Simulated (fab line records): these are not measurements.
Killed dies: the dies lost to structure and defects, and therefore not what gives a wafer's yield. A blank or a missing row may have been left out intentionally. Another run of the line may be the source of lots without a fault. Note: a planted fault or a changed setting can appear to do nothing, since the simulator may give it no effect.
Which of the tools did it? || flow sky130 || Sampling: 10 lots, 30 wafers, 2 of 708 route steps

## WHAT THE GAUGES SHOWED, per wafer
SKY_LOCAL_INTERCONNECT_THK_MEAS_02: measures by xrf. Usual: LOCAL_INTERCONNECT_TIN_THK gives 100.4 nm (standard deviation 1.3).
{"lot": "L124", "measured": "day 29 23:07", "on": "filmMetro-03", "LOCAL_INTERCONNECT_TIN_THK (nm)": "101.3 100.9 100.6", "flag": ""}
{"lot": "L125", "measured": "day 29 23:26", "on": "filmMetro-02", "LOCAL_INTERCONNECT_TIN_THK (nm)": "98.5 99.6 98.5", "flag": ""}
{"lot": "L126", "measured": "day 30 08:08", "on": "filmMetro-04", "LOCAL_INTERCONNECT_TIN_THK (nm)": "101.0 100.8 101.1", "flag": ""}
{"lot": "L128", "measured": "day 31 01:50", "on": "filmMetro-02", "LOCAL_INTERCONNECT_TIN_THK (nm)": "101.4 100.0 102.4", "flag": ""}
{"lot": "L132", "measured": "day 32 12:08", "on": "filmMetro-04", "LOCAL_INTERCONNECT_TIN_THK (nm)": "99.8 101.0 100.7", "flag": ""}
{"lot": "L141", "measured": "day 35 23:28", "on": "filmMetro-02", "LOCAL_INTERCONNECT_TIN_THK (nm)": "100.0 100.5 101.6", "flag": ""}
{"lot": "L139", "measured": "day 35 23:49", "on": "filmMetro-04", "LOCAL_INTERCONNECT_TIN_THK (nm)": "100.7 103.1 101.2", "flag": ""}
{"lot": "L143", "measured": "day 36 01:28", "on": "filmMetro-04", "LOCAL_INTERCONNECT_TIN_THK (nm)": "101.2 103.8 101.4", "flag": ""}
{"lot": "L144", "measured": "day 36 05:25", "on": "filmMetro-02", "LOCAL_INTERCONNECT_TIN_THK (nm)": "100.9 98.0 97.4", "flag": ""}
{"lot": "L145", "measured": "day 36 16:31", "on": "filmMetro-03", "LOCAL_INTERCONNECT_TIN_THK (nm)": "100.0 100.9 99.3", "flag": ""}

## TOOL THAT RAN EACH LOT (tool first, then ch and the chambers of the sampled wafers, then the start)
{"lot": "L124", "SKY_LOCAL_INTERCONNECT_SPUTTER_00": "pvdSputter-04, day 29 22:55"}
{"lot": "L125", "SKY_LOCAL_INTERCONNECT_SPUTTER_00": "pvdSputter-02, day 29 23:15"}
{"lot": "L126", "SKY_LOCAL_INTERCONNECT_SPUTTER_00": "pvdSputter-04, day 30 07:56"}
{"lot": "L128", "SKY_LOCAL_INTERCONNECT_SPUTTER_00": "pvdSputter-02, day 31 01:37"}
{"lot": "L132", "SKY_LOCAL_INTERCONNECT_SPUTTER_00": "pvdSputter-03, day 32 11:56"}
{"lot": "L141", "SKY_LOCAL_INTERCONNECT_SPUTTER_00": "pvdSputter-03, day 35 23:16"}
{"lot": "L139", "SKY_LOCAL_INTERCONNECT_SPUTTER_00": "pvdSputter-04, day 35 23:38"}
{"lot": "L143", "SKY_LOCAL_INTERCONNECT_SPUTTER_00": "pvdSputter-03, day 36 01:16"}
{"lot": "L144", "SKY_LOCAL_INTERCONNECT_SPUTTER_00": "pvdSputter-02, day 36 05:14"}
{"lot": "L145", "SKY_LOCAL_INTERCONNECT_SPUTTER_00": "pvdSputter-03, day 36 16:20"}
- SKY_LOCAL_INTERCONNECT_SPUTTER_00: material TiN, target thk 100 nm, time 83.3 s.

## AS READ BY THE TOOLS THEMSELVES (means over the sampled wafers that have a number; for cases with no such wafer, the mark the record gives instead)
SKY_LOCAL_INTERCONNECT_SPUTTER_00. Usual: throttleValvePct reads 29.9 % (standard deviation 1.1).
{"lot": "L124", "tool": "pvdSputter-04", "throttleValvePct (%)": 30.2, "flag": ""}
{"lot": "L125", "tool": "pvdSputter-02", "throttleValvePct (%)": 30.2, "flag": ""}
{"lot": "L126", "tool": "pvdSputter-04", "throttleValvePct (%)": 28.6, "flag": ""}
{"lot": "L128", "tool": "pvdSputter-02", "throttleValvePct (%)": 30.8, "flag": ""}
{"lot": "L132", "tool": "pvdSputter-03", "throttleValvePct (%)": 29.0, "flag": ""}
{"lot": "L141", "tool": "pvdSputter-03", "throttleValvePct (%)": 30.3, "flag": ""}
{"lot": "L139", "tool": "pvdSputter-04", "throttleValvePct (%)": 29.3, "flag": ""}
{"lot": "L143", "tool": "pvdSputter-03", "throttleValvePct (%)": 30.4, "flag": ""}
{"lot": "L144", "tool": "pvdSputter-02", "throttleValvePct (%)": 30.3, "flag": ""}
{"lot": "L145", "tool": "pvdSputter-03", "throttleValvePct (%)": 30.4, "flag": ""}

## THE ANSWER, worked out from the rows above alone
Rule: take the mean of a lot's wafers that have a number; if it is more than 3 standard deviations from the usual mean, the lot is off. A lot without any number at a reading at which 4 lots or more have one is off too. Where the step has rows for the other lots, those lots are counted as sound. Order of review: gauges by route order, followed by the tools' own readings, for which a lot's mean as printed above is used. The first step at which some lot is off is used, and at that step the reading that is off furthest; a lot without a number counts as furthest.
Nothing can be told from this: no lot is off at any reading shown.

## WHAT THE SIMULATOR PUT IN
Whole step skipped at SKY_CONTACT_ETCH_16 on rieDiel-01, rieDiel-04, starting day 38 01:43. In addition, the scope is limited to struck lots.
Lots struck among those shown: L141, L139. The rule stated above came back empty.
